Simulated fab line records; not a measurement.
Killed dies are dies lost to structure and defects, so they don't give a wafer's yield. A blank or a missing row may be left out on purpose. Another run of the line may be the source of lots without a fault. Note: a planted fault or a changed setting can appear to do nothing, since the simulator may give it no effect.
A struck lot beside a sound one || flow sky130 || 18 steps out of a route of 708
Sound: the wafers L406.2, L406.3, L406.6. Struck: wafer L413.4 (left out: L413.3, L413.5 of the same lot, which were not struck); the cause appears at the end.
Each step with rows lists, per side, the tool, then ch with its chambers, then its first start. Under that, the readings that differ: sound wafers || struck wafers || difference of the means || sigmas: that difference in standard deviations of wafers without a fault.
alike: a reading whose means differ by less than 2 such deviations, as well as words and numbers matching on both sides. not compared: withheld readings; readings where some wafer has no value; bounds like >300 that might hide an equal value; numbers whose values overlap and for which the record gives no deviation.
Wherever a step has rows on one side only, a row that says differs or no value, or a row with sigmas, the two part there. Non-overlapping numbers with no deviation appear without sigmas and do not part them. A reading that every wafer of one side lacks parts them only if that side has two wafers or more.

first, 3 steps without rows for these wafers: SKY_VIA3_EXPOSE_09 (exposes mask VIM3, target cd 200 nm); SKY_VIA3_PEB_10; SKY_VIA3_DEVELOP_11 (develop time 60 s).
SKY_VIA3_CD_MEAS_12: the cd target is 200 nm.
  sound on cdSem-02, day 41 06:04; struck on cdSem-01, day 43 17:20
  alike: cdNm
SKY_VIA3_OVL_MEAS_13:
  sound on overlay-01, day 41 06:10; struck on overlay-02, day 43 17:26
  alike: VIA3_OVL
SKY_VIA3_ETCH_14: etches BARC in N2/H2, stops on SiO2, time 45.9 s, target depth 60 nm.
  sound on rieDiel-03 ch 0,1,2, day 41 06:12; struck on rieDiel-02 ch 3, day 43 17:27
  alike: drypumpMotorCurrentA, oesProductAu, throttleValvePct
  not compared: rfHoursCounterH
SKY_VIA3_ETCH_15: etches SiO2 in C4F8/O2/Ar, stops on TiN, target depth 507 nm, time 78 s.
  sound on rieDiel-03 ch 0,1,2, day 41 06:14; struck on rieDiel-02 ch 3, day 43 17:29
  alike: oesProductAu
SKY_VIA3_STRIP_16: strips in O2/N2.
  sound on plasmaAsher-02 ch 0,1, day 41 06:18; struck on plasmaAsher-02 ch 1, day 43 17:35
{"reading": "stripTimeToEndpointS (s)", "sound": "4.169 4.160 4.177", "struck": 4.102, "difference": -0.067, "sigmas": -3}
  alike: drypumpMotorCurrentA, oesProductAu
  not compared: rfHoursCounterH
then, 3 steps without rows for these wafers: SKY_VIA3_STRIP_17 (strips in post etch residue remover, time 1200 s); SKY_VIA3_CLEAN_18 (cleans in IPA, time 180 s); SKY_VIA3_CLEAN_19 (cleans in O3/DIW).
SKY_VIA3_SPUTTER_20: material TiN, target thk 20 nm, time 80 s.
  sound on pvdSputter-02, day 41 06:53; struck on pvdSputter-02, day 43 18:09
  alike: throttleValvePct
SKY_VIA3_CVD_21: deposits W, target thk 390 nm, time 117.31 s.
  sound on cvdW-01 ch 0,1, day 41 06:57; struck on cvdW-02 ch 1, day 43 18:15
{"reading": "model.W_of_VIA3_CVD_21.thkNm (nm)", "sound": "395.1 390.5 400", "struck": 282.9, "difference": -112.3, "sigmas": ""}
  alike: heaterPowerW
SKY_VIA3_RS_MEAS_22: measures by four-point-probe.
  sound on filmMetro-01, day 41 07:06; struck on filmMetro-02, day 43 18:40
{"reading": "VIA3_W_RS (ohm/sq)", "sound": "0.290 0.294 0.286", "struck": 0.408, "difference": "+0.118", "sigmas": "+29"}
  not compared: hold
SKY_VIA3_THK_MEAS_23: measures by xrf.
  sound on filmMetro-01, day 41 07:13; struck on filmMetro-02, day 43 20:17
{"reading": "VIA3_W_THK (nm)", "sound": "399 393 400", "struck": 286, "difference": -111, "sigmas": -19}
  not compared: hold
SKY_VIA3_CMP_24: polishes, stops on SiO2, t overpolish 20 s, target thk 0 nm.
  sound on cmp-01 ch 0,3, day 41 07:22; struck on cmp-01 ch 0, day 43 23:53
{"reading": "hold", "sound": "- - -", "struck": "awaitDispo/3.5h/release", "difference": "no value on the sound wafers", "sigmas": ""}
{"reading": "motorCurrentA (A)", "sound": "10.0 12.3 12.2", "struck": 9.6, "difference": -1.9, "sigmas": -2}
{"reading": "timeToEndpointS (s)", "sound": "97 90 92", "struck": 68, "difference": -25, "sigmas": -8}
  alike: slurryFilterDpKPa
SKY_METAL4_SPUTTER_00: material Ti, target thk 15 nm, time 10 s.
  sound on pvdSputter-04, day 41 07:40; struck on pvdSputter-04, day 44 00:11
  alike: throttleValvePct
-- the record jumps here: 6 days lie between the struck wafers' starts before and after (it left off in module METAL4 and takes up again in module PAD_OPEN, whose first step shown is number 708 of the route) --
SKY_PAD_OPEN_PROBE_99:
  rows exist in the record for the struck wafers here (prober-01, day 49 13:21), but not for the sound ones

## WHERE THEY PART
At SKY_VIA3_STRIP_16 first; at SKY_PAD_OPEN_PROBE_99 last (within this record only).

WHY: what the simulator had put in
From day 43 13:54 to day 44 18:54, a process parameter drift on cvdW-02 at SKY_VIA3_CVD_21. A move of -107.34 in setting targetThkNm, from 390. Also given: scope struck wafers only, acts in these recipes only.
